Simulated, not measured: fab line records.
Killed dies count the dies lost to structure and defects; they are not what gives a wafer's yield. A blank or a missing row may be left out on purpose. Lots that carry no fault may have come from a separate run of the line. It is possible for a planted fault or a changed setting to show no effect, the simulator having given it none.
fab line records + flow sky130
[record]
- lots = 6
- wafers = 17
- last-day = 50
route steps=708 shown LI_CONTACT@371 LOCAL_INTERCONNECT@387 PAD_OPEN@708
lots that met no fault: from a run of the same line without faults
start-h: hours from the record's opening day to when the first of the lot's shown wafers began + wait-h: how many hours have passed since the lot's step before this one + " the same as in the row above + L1.1+2: a single row standing in for several wafers + - either no value or no given start + * or withheld: withheld + < > ~ a bound
route shown NAME@n: a module of which the file shows steps, and the number in the route of the first + usual: mean/standard deviation taken from wafers without a fault + same: alike in all rows + chamber/n: place in a boat + sites: each site's reading + _std_site: standard deviation across them + _edge_site: outer sites' mean less inner sites' + radius-mm: how far each site lies from the wafer's centre + mask NAME#n: copy n + behind: the most recent tool/chamber to have shaped the wafer + hold: what put the lot on hold/how long, in hours/how the hold closed + device: transistor that didn't switch, given as n, p or np + end of line: at the end of the route, the tests of the same wafers + where a step has no rows: the recipe by itself + killed: count of dies lost to structure and defects at first sort (not the wafer's yield) + map: per-die view of a wafer (x killed, . not killed, _ where there is no die)
set.NAME: the setting as run; set.NAME@STEP: as run at that earlier step + model.NAME: the simulator's own value behind a step, which no gauge read
lots at selected steps of the route; one table per step, one row per wafer
services: from which hour (start-h, from the record's first day; less than 0 if before it) a tool's chamber was out of use, for how many hours, and why
[[steps]]
[step SKY_LI_CONTACT_EXPOSE_09]
[recipe]
- mask-id = LICM1
- na = 0.8
- source-shape = annular
- sigma-inner = 0.55
- sigma-outer = 0.85
- target-cd-nm = 170
- dose-mj = 38
[step SKY_LI_CONTACT_PEB_10]
[recipe]
- peb-temp-c = withheld
- peb-time-s = withheld
- resist = KrF-thick
[step SKY_LI_CONTACT_DEVELOP_11]
[recipe]
- develop-time-s = 60
- resist = KrF-thick
- dev-temp-c = 21
[step SKY_LI_CONTACT_CD_MEAS_12]
[recipe]
- target-cd-nm = 170
[usual]
- cd-nm = 169.7/1.7
| lot.wafer | tool      | chamber | start-h | wait-h | cd-nm |
|-----------|-----------|---------|---------|--------|-------|
| L448.3    | cd-sem-01 | -       | 676.49  | -      | 169.5 |
| L448.4    | "         | -       | "       | "      | 171.2 |
| L448.5    | "         | -       | "       | "      | 171.1 |
| L457.2    | cd-sem-01 | -       | 756.89  | -      | 171.3 |
| L457.3    | "         | -       | "       | "      | 170.4 |
| L457.6    | "         | -       | "       | "      | 171.1 |
| L458.2    | cd-sem-01 | -       | 757.81  | -      | 169.6 |
| L458.4    | "         | -       | "       | "      | 169.0 |
| L460.2    | cd-sem-02 | -       | 771.67  | -      | 169.7 |
| L460.4    | "         | -       | "       | "      | 167.3 |
| L460.5    | "         | -       | "       | "      | 169.0 |
| L469.1    | cd-sem-01 | -       | 841.47  | -      | 169.4 |
| L469.4    | "         | -       | "       | "      | 169.6 |
| L469.5    | "         | -       | "       | "      | 168.0 |
| L470.1    | cd-sem-02 | -       | 847.52  | -      | 169.8 |
| L470.5    | "         | -       | "       | "      | 168.6 |
| L470.6    | "         | -       | "       | "      | 170.7 |
[step SKY_LI_CONTACT_OVL_MEAS_13]
[usual]
- LI_CONTACT_OVL = -3/6.2
| lot.wafer | tool       | chamber | start-h | wait-h | LI_CONTACT_OVL[nm] |
|-----------|------------|---------|---------|--------|--------------------|
| L448.3    | overlay-02 | -       | 676.59  | 0.1    | -7                 |
| L448.4    | "          | -       | "       | "      | 1                  |
| L448.5    | "          | -       | "       | "      | -5                 |
| L457.2    | overlay-01 | -       | 756.99  | 0.1    | -15                |
| L457.3    | "          | -       | "       | "      | -9                 |
| L457.6    | "          | -       | "       | "      | -13                |
| L458.2    | overlay-01 | -       | 757.91  | 0.1    | -7                 |
| L458.4    | "          | -       | "       | "      | -5                 |
| L460.2    | overlay-02 | -       | 771.78  | 0.1    | 0                  |
| L460.4    | "          | -       | "       | "      | -7                 |
| L460.5    | "          | -       | "       | "      | 8                  |
| L469.1    | overlay-01 | -       | 841.59  | 0.1    | -2                 |
| L469.4    | "          | -       | "       | "      | 7                  |
| L469.5    | "          | -       | "       | "      | -3                 |
| L470.1    | overlay-02 | -       | 847.64  | 0.1    | -2                 |
| L470.5    | "          | -       | "       | "      | -3                 |
| L470.6    | "          | -       | "       | "      | -6                 |
[step SKY_LI_CONTACT_ETCH_14]
[recipe]
- chemistry = N2/H2
- target = BARC
- ion-energy-ev = 200
- source-w = 500
- bias-w = 100
- pressure-mtorr = 30
- n2-flow-sccm = 100
- h2-flow-sccm = 200
- stop-on = SiO2
- time-s = 45.9
- target-depth-a = 600
[usual]
- drypump-motor-current-A = 5.7/0.5
- oes-product-au = 0.855/0.0052
- throttle-valve-pct = 13.226/0.0082
[same]
- time-s = 45.9
| lot.wafer | tool        | chamber | start-h | wait-h | drypump-motor-current-A | oes-product-au | rf-hours-counter-h | throttle-valve-pct |
|-----------|-------------|---------|---------|--------|-------------------------|----------------|--------------------|--------------------|
| L448.3    | rie-diel-01 | 0       | 676.61  | 0.0    | 5.0                     | 0.853          | 5                  | 13.251             |
| L448.4    | "           | 2       | "       | "      | 6.2                     | 0.845          | -                  | 13.231             |
| L448.5    | "           | 1       | "       | "      | 5.9                     | 0.863          | -                  | 13.221             |
| L457.2    | rie-diel-02 | 3       | 757.02  | 0.0    | 5.9                     | 0.865          | 0                  | 13.222             |
| L457.3    | "           | 1       | "       | "      | 5.9                     | 0.845          | 14                 | 13.240             |
| L457.6    | "           | 2       | "       | "      | 5.9                     | 0.861          | -                  | 13.206             |
| L458.2    | rie-diel-01 | 0       | 757.94  | 0.0    | 5.0                     | 0.852          | 7                  | 13.224             |
| L458.4    | "           | 3       | "       | "      | 6.2                     | 0.855          | 6                  | 13.260             |
| L460.2    | rie-diel-02 | 2       | 771.81  | 0.0    | 5.8                     | 0.858          | 3                  | 13.230             |
| L460.4    | "           | 1       | "       | "      | 5.9                     | 0.858          | 15                 | 13.226             |
| L460.5    | "           | 0       | "       | "      | 5.9                     | 0.860          | -                  | 13.237             |
| L469.1    | rie-diel-02 | 0       | 841.62  | 0.0    | 5.9                     | 0.862          | 15                 | 13.233             |
| L469.4    | "           | 3       | "       | "      | 5.9                     | 0.858          | 3                  | 13.230             |
| L469.5    | "           | 2       | "       | "      | 5.8                     | 0.849          | -                  | 13.214             |
| L470.1    | rie-diel-01 | 1       | 847.67  | 0.0    | 5.9                     | 0.856          | 6                  | 13.221             |
| L470.5    | "           | 3       | "       | "      | 6.2                     | 0.851          | -                  | 13.225             |
| L470.6    | "           | 2       | "       | "      | 6.2                     | 0.841          | -                  | 13.223             |
[step SKY_LI_CONTACT_ETCH_15]
[recipe]
- target = PSG
- chemistry = C4F8/O2/Ar
- stop-on = Si
- taper-deg = 4.15
- mask-material = KrF-thick
- source-w = 1500
- bias-w = 1200
- pressure-mtorr = 40
- c4f8-flow-sccm = withheld
- O2_flow_sccm = 6
- Ar_flow_sccm = 300
- time-s = withheld
- target-depth-a = 6000
[usual]
- oes-product-au = 0.837/0.0049
| lot.wafer | tool        | chamber | start-h | wait-h | oes-product-au |
|-----------|-------------|---------|---------|--------|----------------|
| L448.3    | rie-diel-01 | 0       | 676.65  | 0.0    | 0.842          |
| L448.4    | "           | 2       | "       | "      | 0.836          |
| L448.5    | "           | 1       | "       | "      | 0.836          |
| L457.2    | rie-diel-02 | 3       | 757.07  | 0.0    | 0.840          |
| L457.3    | "           | 1       | "       | "      | 0.831          |
| L457.6    | "           | 2       | "       | "      | 0.838          |
| L458.2    | rie-diel-01 | 0       | 757.99  | 0.0    | 0.836          |
| L458.4    | "           | 3       | "       | "      | 0.844          |
| L460.2    | rie-diel-02 | 2       | 771.85  | 0.0    | 0.838          |
| L460.4    | "           | 1       | "       | "      | 0.834          |
| L460.5    | "           | 0       | "       | "      | 0.834          |
| L469.1    | rie-diel-02 | 0       | 841.67  | 0.0    | 0.834          |
| L469.4    | "           | 3       | "       | "      | 0.826          |
| L469.5    | "           | 2       | "       | "      | 0.831          |
| L470.1    | rie-diel-01 | 1       | 847.72  | 0.0    | 0.836          |
| L470.5    | "           | 3       | "       | "      | 0.839          |
| L470.6    | "           | 2       | "       | "      | 0.831          |
[step SKY_LI_CONTACT_STRIP_16]
[recipe]
- chemistry = O2/N2
- power-w = 1400
- pressure-mtorr = 1500
- platen-temp-c = withheld
- o2-flow-sccm = 3000
- n2-flow-sccm = 300
- overash-fraction = 0.5
[usual]
- drypump-motor-current-A = 5.9/0.37
- oes-product-au = 0.376/0.0046
- strip-time-to-endpoint-s = 3.512/0.029
| lot.wafer | tool            | chamber | start-h | wait-h | drypump-motor-current-A | oes-product-au | rf-hours-counter-h | strip-time-to-endpoint-s |
|-----------|-----------------|---------|---------|--------|-------------------------|----------------|--------------------|--------------------------|
| L448.3    | plasma-asher-04 | 1       | 676.77  | -      | 5.9                     | 0.386          | -                  | 3.497                    |
| L448.4    | "               | 0       | "       | "      | 5.8                     | 0.375          | -                  | 3.520                    |
| L448.5    | "               | 0       | "       | "      | 5.8                     | 0.384          | -                  | 3.543                    |
| L457.2    | plasma-asher-04 | 1       | 757.15  | -      | 5.8                     | 0.373          | 1                  | 3.546                    |
| L457.3    | "               | 1       | "       | "      | 5.8                     | 0.388          | -                  | 3.542                    |
| L457.6    | "               | 0       | "       | "      | 5.8                     | 0.376          | -                  | 3.515                    |
| L458.2    | plasma-asher-02 | 0       | 758.07  | -      | 6.6                     | 0.382          | 58                 | 3.501                    |
| L458.4    | "               | 1       | "       | "      | 5.4                     | 0.376          | -                  | 3.492                    |
| L460.2    | plasma-asher-03 | 1       | 771.94  | -      | 5.9                     | 0.380          | 34                 | 3.521                    |
| L460.4    | "               | 1       | "       | "      | 5.9                     | 0.374          | -                  | 3.550                    |
| L460.5    | "               | 1       | "       | "      | 6.0                     | 0.374          | -                  | 3.525                    |
| L469.1    | plasma-asher-03 | 0       | 841.75  | -      | 5.8                     | 0.371          | 41                 | 3.470                    |
| L469.4    | "               | 0       | "       | "      | 5.8                     | 0.370          | -                  | 3.463                    |
| L469.5    | "               | 0       | "       | "      | 5.8                     | 0.373          | -                  | 3.448                    |
| L470.1    | plasma-asher-04 | 0       | 847.80  | -      | 5.7                     | 0.380          | 10                 | 3.514                    |
| L470.5    | "               | 0       | "       | "      | 5.8                     | 0.378          | -                  | 3.519                    |
| L470.6    | "               | 1       | "       | "      | 5.9                     | 0.376          | -                  | 3.572                    |
[step SKY_LI_CONTACT_CLEAN_17]
[recipe]
- chemistry = NMP
- time-s = 600
- temp-c = 60
- dry = n2-spin
[step SKY_LI_CONTACT_PRE_CLEAN_18]
[recipe]
- gas = Ar
- time-s = 5.6
- bias-v = 358
[step SKY_LI_CONTACT_SPUTTER_19]
[recipe]
- material = Ti
- target-thk-nm = 20
- chamber-pressure-pa = 5
- power-w = 2500
- substrate-temp-c = 200
- time-s = 106.37
[usual]
- substrate-temp-c = 200.02/0.16
- throttle-valve-pct = 29.8/1.2
[same]
- time-s = 106.37
| lot.wafer | tool           | chamber | start-h | wait-h | substrate-temp-c | throttle-valve-pct |
|-----------|----------------|---------|---------|--------|------------------|--------------------|
| L448.3    | pvd-sputter-01 | -       | 677.03  | 0.0    | 200.14           | 28.9               |
| L448.4    | "              | -       | "       | "      | 199.94           | 30.1               |
| L448.5    | "              | -       | "       | "      | 200.05           | 29.0               |
| L457.2    | pvd-sputter-01 | -       | 757.45  | 0.0    | 200.13           | 29.3               |
| L457.3    | "              | -       | "       | "      | 200.01           | 30.1               |
| L457.6    | "              | -       | "       | "      | 200.06           | 29.3               |
| L458.2    | pvd-sputter-02 | -       | 758.37  | 0.0    | 199.82           | 31.8               |
| L458.4    | "              | -       | "       | "      | 200.08           | 31.1               |
| L460.2    | pvd-sputter-01 | -       | 772.23  | 0.0    | 199.90           | 28.2               |
| L460.4    | "              | -       | "       | "      | 200.03           | 29.1               |
| L460.5    | "              | -       | "       | "      | 200.23           | 29.6               |
| L469.1    | pvd-sputter-02 | -       | 842.06  | 0.0    | 200.04           | 31.8               |
| L469.4    | "              | -       | "       | "      | 199.96           | 30.8               |
| L469.5    | "              | -       | "       | "      | 200.07           | 32.1               |
| L470.1    | pvd-sputter-02 | -       | 848.10  | 0.0    | 200.02           | 30.7               |
| L470.5    | "              | -       | "       | "      | 199.74           | 31.9               |
| L470.6    | "              | -       | "       | "      | 199.69           | 30.9               |
[step SKY_LI_CONTACT_SPUTTER_20]
[recipe]
- material = TiN
- target-thk-nm = 20
- chamber-pressure-pa = 5
- power-w = 4000
- time-s = 80
[step SKY_LI_CONTACT_CVD_21]
[recipe]
- material = W
- target-thk-nm = 400
- time-s = 120.56
- temp-c = 400
- pressure-torr = 40
[usual]
- heater-power-w = 844/21
| lot.wafer | tool     | chamber | start-h | wait-h | heater-power-w | model.W_of_LI_CONTACT_CVD_21.thk-nm |
|-----------|----------|---------|---------|--------|----------------|-------------------------------------|
| L448.3    | cvd-w-02 | 1       | 677.21  | 0.1    | 841            | 400.3                               |
| L448.4    | "        | 0       | "       | "      | 869            | 401.8                               |
| L448.5    | "        | 0       | "       | "      | 848            | 402                                 |
| L457.2    | cvd-w-02 | 0       | 757.58  | 0.0    | 863            | 399.7                               |
| L457.3    | "        | 0       | "       | "      | 852            | 404.1                               |
| L457.6    | "        | 1       | "       | "      | 846            | 404                                 |
| L458.2    | cvd-w-02 | 0       | 758.50  | 0.0    | 858            | 494.2                               |
| L458.4    | "        | 1       | "       | "      | 839            | 409.1                               |
| L460.2    | cvd-w-02 | 0       | 772.37  | 0.0    | 842            | 496.5                               |
| L460.4    | "        | 0       | "       | "      | 870            | 401.9                               |
| L460.5    | "        | 1       | "       | "      | 837            | 405.3                               |
| L469.1    | cvd-w-01 | 0       | 842.20  | 0.0    | 848            | 412.3                               |
| L469.4    | "        | 0       | "       | "      | 853            | 408.6                               |
| L469.5    | "        | 1       | "       | "      | 867            | 400.9                               |
| L470.1    | cvd-w-01 | 0       | 848.23  | 0.0    | 814            | 410.5                               |
| L470.5    | "        | 1       | "       | "      | 869            | 398.5                               |
| L470.6    | "        | 0       | "       | "      | 831            | 409.3                               |
[step SKY_LI_CONTACT_RS_MEAS_22]
[recipe]
- thk-meas-gauge = four-point-probe
- reads = W_of_LI_CONTACT_CVD_21+TiN_of_LI_CONTACT_SPUTTER_20+Ti_of_LI_CONTACT_SPUTTER_19
[usual]
- LI_CONTACT_W_RS = 0.283/0.0035
| lot.wafer | tool          | chamber | start-h | wait-h | LI_CONTACT_W_RS[ohm/sq] |
|-----------|---------------|---------|---------|--------|-------------------------|
| L448.3    | film-metro-02 | -       | 677.33  | 0.1    | 0.285                   |
| L448.4    | "             | -       | "       | "      | 0.284                   |
| L448.5    | "             | -       | "       | "      | 0.284                   |
| L457.2    | film-metro-02 | -       | 757.73  | 0.1    | 0.286                   |
| L457.3    | "             | -       | "       | "      | 0.282                   |
| L457.6    | "             | -       | "       | "      | 0.283                   |
| L458.2    | film-metro-01 | -       | 758.65  | 0.1    | 0.230                   |
| L458.4    | "             | -       | "       | "      | 0.279                   |
| L460.2    | film-metro-01 | -       | 772.51  | 0.1    | 0.230                   |
| L460.4    | "             | -       | "       | "      | 0.284                   |
| L460.5    | "             | -       | "       | "      | 0.281                   |
| L469.1    | film-metro-01 | -       | 842.33  | 0.1    | 0.277                   |
| L469.4    | "             | -       | "       | "      | 0.280                   |
| L469.5    | "             | -       | "       | "      | 0.285                   |
| L470.1    | film-metro-02 | -       | 848.36  | 0.1    | 0.278                   |
| L470.5    | "             | -       | "       | "      | 0.286                   |
| L470.6    | "             | -       | "       | "      | 0.279                   |
[step SKY_LI_CONTACT_THK_MEAS_23]
[recipe]
- thk-meas-gauge = xrf
- reads = W_of_LI_CONTACT_CVD_21
[usual]
- LI_CONTACT_W_THK = 386/7
| lot.wafer | tool          | chamber | start-h | wait-h | LI_CONTACT_W_THK[nm] |
|-----------|---------------|---------|---------|--------|----------------------|
| L448.3    | film-metro-02 | -       | 677.43  | 0.1    | 381                  |
| L448.4    | "             | -       | "       | "      | 381                  |
| L448.5    | "             | -       | "       | "      | 381                  |
| L457.2    | film-metro-02 | -       | 757.84  | 0.1    | 383                  |
| L457.3    | "             | -       | "       | "      | 386                  |
| L457.6    | "             | -       | "       | "      | 386                  |
| L458.2    | film-metro-01 | -       | 758.76  | 0.1    | 478                  |
| L458.4    | "             | -       | "       | "      | 396                  |
| L460.2    | film-metro-01 | -       | 772.62  | 0.1    | 472                  |
| L460.4    | "             | -       | "       | "      | 385                  |
| L460.5    | "             | -       | "       | "      | 392                  |
| L469.1    | film-metro-01 | -       | 842.45  | 0.1    | 395                  |
| L469.4    | "             | -       | "       | "      | 391                  |
| L469.5    | "             | -       | "       | "      | 386                  |
| L470.1    | film-metro-02 | -       | 848.48  | 0.1    | 392                  |
| L470.5    | "             | -       | "       | "      | 382                  |
| L470.6    | "             | -       | "       | "      | 389                  |
[step SKY_LI_CONTACT_CMP_24]
[recipe]
- stop-on = PSG
- t-overpolish-s = 20
- down-force-psi = 3.5
- platen-rpm = 60
- target-thk-nm = 0
- pad-velocity-m-s = 0.94248
[usual]
- edge-zone-pressure-frac = 1.000/0.005
- motor-current-A = 11.3/1.3
- slurry-filter-dp-kPa = 13.50/0.14
- time-to-endpoint-s = 96/3.5
| lot.wafer | tool   | chamber | start-h | wait-h | edge-zone-pressure-frac | motor-current-A | slurry-filter-dp-kPa | time-to-endpoint-s |
|-----------|--------|---------|---------|--------|-------------------------|-----------------|----------------------|--------------------|
| L448.3    | cmp-01 | 1       | 677.47  | 0.0    | 1.003                   | 10.3            | 13.47                | 96                 |
| L448.4    | "      | 2       | "       | "      | 0.992                   | 10.4            | 13.45                | 99                 |
| L448.5    | "      | 1       | "       | "      | 0.998                   | 10.8            | 13.53                | 97                 |
| L457.2    | cmp-02 | 3       | 757.94  | 0.1    | 0.999                   | 10.5            | 13.53                | 95                 |
| L457.3    | "      | 0       | "       | "      | 1.002                   | 11.6            | 13.36                | 98                 |
| L457.6    | "      | 3       | "       | "      | 0.989                   | 10.3            | 13.48                | 94                 |
| L458.4    | cmp-02 | 0       | 758.91  | 0.1    | 0.997                   | 11.9            | 13.43                | 98                 |
| L458.2    | "      | 1       | "       | "      | 1.003                   | 9.5             | 13.61                | 118                |
| L460.2    | cmp-02 | 2       | 772.67  | 0.0    | 1.006                   | 12.7            | 13.60                | 112                |
| L460.4    | "      | 1       | "       | "      | 1.003                   | 9.7             | 13.63                | 88                 |
| L460.5    | "      | 3       | "       | "      | 1.003                   | 10.5            | 13.67                | 88                 |
| L469.1    | cmp-01 | 0       | 842.51  | 0.1    | 0.990                   | 13.2            | 13.41                | 99                 |
| L469.4    | "      | 1       | "       | "      | 0.996                   | 10.3            | 13.60                | 94                 |
| L469.5    | "      | 1       | "       | "      | 1.002                   | 9.9             | 13.63                | 91                 |
| L470.1    | cmp-02 | 2       | 848.64  | 0.1    | 1.002                   | 13.4            | 13.51                | 93                 |
| L470.6    | "      | 0       | "       | "      | 1.004                   | 11.8            | 13.43                | 99                 |
| L470.5    | "      | 1       | "       | "      | 0.997                   | 9.2             | 13.72                | 93                 |
[step SKY_LOCAL_INTERCONNECT_SPUTTER_00]
[recipe]
- material = TiN
- target-thk-nm = 100
- temp-c = 300
- power-w = 6500
- time-s = 83.3
- chamber-pressure-pa = 0.4
[usual]
- substrate-temp-c = 300.00/0.18
- throttle-valve-pct = 29.3/0.86
[same]
- time-s = 83.3
| lot.wafer | tool           | chamber | start-h | wait-h | substrate-temp-c | throttle-valve-pct |
|-----------|----------------|---------|---------|--------|------------------|--------------------|
| L448.3    | pvd-sputter-01 | -       | 677.77  | 0.2    | 299.96           | 29.4               |
| L448.4    | "              | -       | "       | "      | 299.91           | 28.3               |
| L448.5    | "              | -       | "       | "      | 299.87           | 29.6               |
| L457.2    | pvd-sputter-01 | -       | 758.19  | 0.2    | 299.97           | 29.7               |
| L457.3    | "              | -       | "       | "      | 300.04           | 29.0               |
| L457.6    | "              | -       | "       | "      | 299.96           | 28.5               |
| L458.2    | pvd-sputter-01 | -       | 759.11  | 0.1    | 299.90           | 28.5               |
| L458.4    | "              | -       | "       | "      | 299.88           | 29.0               |
| L460.2    | pvd-sputter-04 | -       | 772.97  | 0.2    | 300.19           | 28.8               |
| L460.4    | "              | -       | "       | "      | 299.75           | 29.0               |
| L460.5    | "              | -       | "       | "      | 299.98           | 29.7               |
| L469.1    | pvd-sputter-03 | -       | 842.81  | 0.2    | 299.90           | 31.1               |
| L469.4    | "              | -       | "       | "      | 300.26           | 30.0               |
| L469.5    | "              | -       | "       | "      | 299.82           | 28.7               |
| L470.1    | pvd-sputter-04 | -       | 848.84  | 0.1    | 299.81           | 28.7               |
| L470.5    | "              | -       | "       | "      | 299.84           | 29.1               |
| L470.6    | "              | -       | "       | "      | 299.60           | 27.8               |
[step SKY_PAD_OPEN_PROBE_99]
[usual]
- killed_at_M0_to_M3 = 45/7.3
- killed_at_M4_up = 3.2/1.8
- killed-at-contacts = 25/5.5
- killed-at-front-end = 15/4.2
- killed-at-other = 0.3/0.69
- killed-dies = 89/9.4
- killed-open = 49/6.6
- killed-short = 40/6.4
[same]
- gross-dies = 492
- killed-at-back-side = 0
| lot.wafer | tool      | chamber | start-h | wait-h | killed_at_M0_to_M3 | killed_at_M4_up | killed-at-contacts | killed-at-front-end | killed-at-other | killed-dies | killed-open | killed-short |
|-----------|-----------|---------|---------|--------|--------------------|-----------------|--------------------|---------------------|-----------------|-------------|-------------|--------------|
| L457.2    | prober-01 | -       | 1130.61 | 0.1    | 37                 | 3               | 24                 | 11                  | 0               | 75          | 42          | 33           |
| L457.3    | prober-01 | -       | 1130.66 | 0.2    | 52                 | 6               | 20                 | 10                  | 0               | 88          | 43          | 45           |
| L457.6    | prober-01 | -       | 1130.81 | 0.2    | 51                 | 5               | 18                 | 16                  | 1               | 91          | 54          | 37           |
| L458.2    | prober-02 | -       | 1132.62 | 0.1    | 39                 | 7               | 17                 | 17                  | 2               | 82          | 38          | 43           |
| L458.4    | prober-02 | -       | 1132.72 | 0.2    | 53                 | 3               | 21                 | 14                  | 1               | 92          | 47          | 44           |
| L460.2    | prober-02 | -       | 1145.56 | 0.1    | 46                 | 0               | 30                 | 17                  | 0               | 93          | 58          | 33           |
| L460.4    | prober-02 | -       | 1145.66 | 0.2    | 45                 | 1               | 22                 | 14                  | 2               | 84          | 42          | 40           |
| L460.5    | prober-02 | -       | 1145.71 | 0.2    | 58                 | 4               | 29                 | 9                   | 0               | 100         | 55          | 45           |
| L469.1    | prober-01 | -       | 1189.58 | 0.1    | 42                 | 5               | 38                 | 15                  | 0               | 100         | 43          | 57           |
| L469.4    | prober-01 | -       | 1189.73 | 0.2    | 38                 | 4               | 25                 | 22                  | 0               | 89          | 45          | 42           |
| L469.5    | prober-01 | -       | 1189.78 | 0.2    | 50                 | 5               | 35                 | 18                  | 0               | 108         | 53          | 53           |
| L470.1    | prober-02 | -       | 1196.82 | 0.1    | 41                 | 5               | 26                 | 29                  | 0               | 101         | 58          | 43           |
| L470.5    | prober-02 | -       | 1197.02 | 0.2    | 39                 | 4               | 23                 | 15                  | 2               | 83          | 49          | 34           |
| L470.6    | prober-02 | -       | 1197.07 | 0.2    | 52                 | 1               | 22                 | 13                  | 0               | 88          | 50          | 38           |
// killed by level:class
L457.2 CONTACT:geometric-particle:open=12 METAL2:geometric-particle:short=8 VIA1:geometric-particle:open=8 VIA2:geometric-particle:open=7 LOCAL_INTERCONNECT:geometric-particle:short=6 VIA3:geometric-particle:open=6 POLY_GATE:geometric-particle:open=4 VIA1:geometric-particle:short=3
L457.3 CONTACT:geometric-particle:open=10 VIA1:geometric-particle:open=8 VIA3:geometric-particle:short=8 VIA1:geometric-particle:short=6 VIA2:geometric-particle:short=5 METAL2:geometric-particle:short=5 VIA2:geometric-particle:open=5 VIA3:geometric-particle:open=5
L457.6 CONTACT:geometric-particle:open=9 VIA1:geometric-particle:open=9 VIA3:geometric-particle:open=9 POLY_GATE:geometric-particle:open=6 METAL1:geometric-particle:short=6 VIA2:geometric-particle:open=5 POLY_GATE:geometric-particle:short=4 VIA3:geometric-particle:short=4
L458.2 METAL2:geometric-particle:short=9 VIA1:geometric-particle:open=8 CONTACT:geometric-particle:open=6 METAL4:geometric-particle:short=6 FIELD_ISO:geometric-particle:short=5 LI_CONTACT:geometric-particle:open=5 VIA2:geometric-particle:open=5 FIELD_ISO:geometric-particle:open=4
L458.4 VIA1:geometric-particle:open=11 METAL2:geometric-particle:short=10 VIA3:geometric-particle:open=8 VIA2:geometric-particle:open=7 LOCAL_INTERCONNECT:geometric-particle:short=6 CONTACT:geometric-particle:open=6 POLY_GATE:geometric-particle:open=5 FIELD_ISO:geometric-particle:short=4
L460.2 VIA1:geometric-particle:open=13 CONTACT:geometric-particle:open=12 LI_CONTACT:geometric-particle:open=9 VIA2:geometric-particle:open=8 LOCAL_INTERCONNECT:geometric-particle:short=5 VIA1:geometric-particle:short=5 VIA3:geometric-particle:open=5 FIELD_ISO:geometric-particle:open=4
L460.4 CONTACT:geometric-particle:open=8 VIA1:geometric-particle:open=8 VIA3:geometric-particle:open=8 METAL1:geometric-particle:short=6 CONTACT:geometric-particle:short=5 VIA1:geometric-particle:short=5 FIELD_ISO:geometric-particle:short=4 LI_CONTACT:geometric-particle:open=4
L460.5 VIA1:geometric-particle:open=12 CONTACT:geometric-particle:open=12 VIA3:geometric-particle:open=12 CONTACT:geometric-particle:short=9 METAL1:geometric-particle:short=9 LOCAL_INTERCONNECT:geometric-particle:short=6 VIA2:geometric-particle:open=6 METAL2:geometric-particle:short=5
L469.1 LI_CONTACT:geometric-particle:open=11 CONTACT:geometric-particle:open=11 FIELD_ISO:geometric-particle:short=6 LI_CONTACT:geometric-particle:short=6 METAL2:geometric-particle:short=6 VIA3:geometric-particle:short=6 VIA2:geometric-particle:short=5 LOCAL_INTERCONNECT:geometric-particle:short=5
L469.4 CONTACT:geometric-particle:open=9 LI_CONTACT:geometric-particle:open=7 FIELD_ISO:geometric-particle:open=6 VIA1:geometric-particle:open=6 METAL2:geometric-particle:short=6 CONTACT:geometric-particle:short=5 VIA2:geometric-particle:open=5 FIELD_ISO:geometric-particle:short=4
L469.5 VIA1:geometric-particle:open=9 CONTACT:geometric-particle:open=9 VIA3:geometric-particle:open=9 LI_CONTACT:geometric-particle:short=8 CONTACT:geometric-particle:short=8 METAL1:geometric-particle:short=8 METAL2:geometric-particle:short=7 VIA2:geometric-particle:open=7
L470.1 CONTACT:geometric-particle:open=12 VIA2:geometric-particle:open=9 VIA1:geometric-particle:open=8 VIA3:geometric-particle:open=8 FIELD_ISO:geometric-particle:short=7 FIELD_ISO:geometric-particle:open=6 METAL2:geometric-particle:short=6 POLY_GATE:geometric-particle:open=5
L470.5 CONTACT:geometric-particle:open=8 VIA3:geometric-particle:open=8 VIA1:geometric-particle:open=7 VIA2:geometric-particle:open=7 LI_CONTACT:geometric-particle:open=6 METAL2:geometric-particle:short=6 POLY_GATE:geometric-particle:short=4 LOCAL_INTERCONNECT:geometric-particle:short=4
L470.6 VIA1:geometric-particle:open=13 CONTACT:geometric-particle:open=12 VIA2:geometric-particle:open=7 VIA3:geometric-particle:open=6 VIA3:geometric-particle:short=5 VIA1:geometric-particle:short=5 METAL1:geometric-particle:short=5 FIELD_ISO:geometric-particle:short=4
[[services]]
| tool            | chamber | start-h | hours | kind   |
|-----------------|---------|---------|-------|--------|
| rie-diel-01     | 3       | 659.08  | 22.8  | repair |
| cmp-01          | -       | 668.82  | 0.9   | repair |
| pvd-sputter-04  | -       | 672.37  | 7.4   | repair |
| rie-diel-02     | 0       | 679.17  | 10.4  | repair |
| rie-diel-01     | -       | 680.98  | 4.3   | pm     |
| cmp-01          | -       | 694.46  | 5.7   | repair |
| cvd-w-02        | -       | 699.37  | 0.4   | repair |
| cmp-01          | -       | 713.33  | 1.5   | repair |
| cmp-02          | -       | 714.68  | 0.5   | repair |
| rie-diel-02     | 0       | 722.30  | 4.3   | repair |
| rie-diel-02     | -       | 733.44  | 0.5   | repair |
| plasma-asher-04 | -       | 733.75  | 9.0   | pm     |
| cmp-02          | -       | 744.00  | 4.0   | pm     |
| cvd-w-01        | -       | 768.27  | 1.0   | repair |
| cmp-01          | -       | 787.28  | 0.5   | repair |
| rie-diel-02     | 2       | 808.74  | 5.6   | repair |
| pvd-sputter-02  | -       | 810.82  | 3.4   | repair |
| plasma-asher-04 | -       | 816.29  | 3.6   | repair |
| rie-diel-01     | -       | 817.17  | 0.6   | repair |
| rie-diel-02     | -       | 822.25  | 2.8   | pm     |
| rie-diel-02     | 0       | 826.38  | 7.5   | repair |
| rie-diel-01     | 2       | 830.32  | 5.5   | repair |
| rie-diel-02     | 1       | 846.28  | 6.7   | repair |
| rie-diel-01     | 3       | 848.14  | 2.5   | repair |
[[key]]
[first-sign]
- step = SKY_LI_CONTACT_RS_MEAS_22
- reading = LI_CONTACT_W_RS
- direction = down
- sigmas = 15
- usual = 0.283
- struck = 0.230
[effect]
- step = SKY_LI_CONTACT_THK_MEAS_23
- reading = LI_CONTACT_W_THK
- direction = up
- sigmas = 13
- usual = 386
- struck = 475
[effect]
- step = SKY_LI_CONTACT_CMP_24
- reading = time-to-endpoint-s
- direction = up
- sigmas = 5.6
- usual = *
- struck = *
[model-effect]
- step = SKY_LI_CONTACT_CVD_21
- value = W_of_LI_CONTACT_CVD_21.thk-nm
- without = 404.6
- struck = 495.4
met-at SKY_LI_CONTACT_CVD_21
struck-wafers L458.2,L460.2
tester-left-out L458,L460
onset-between 757.58 758.50
[fault]
- kind = process-parameter-drift
- tool = cvd-w-02
- chamber = -
- onset-h = 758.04
- steps = SKY_LI_CONTACT_CVD_21
- channel = target-thk-nm
- offset = 91.142
- shape = step
- end-h = 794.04
- scope = struck-wafers-only
- acts-in = these-recipes-only
- stated = 400
// tester-left-out: of these lots the tester's yield and bins aren't shown, on N5 and GAA mostly nor the transistor test; their killed dies are dies lost to structure and defects alone, not to doping, threshold or leakage, so they don't give the yield
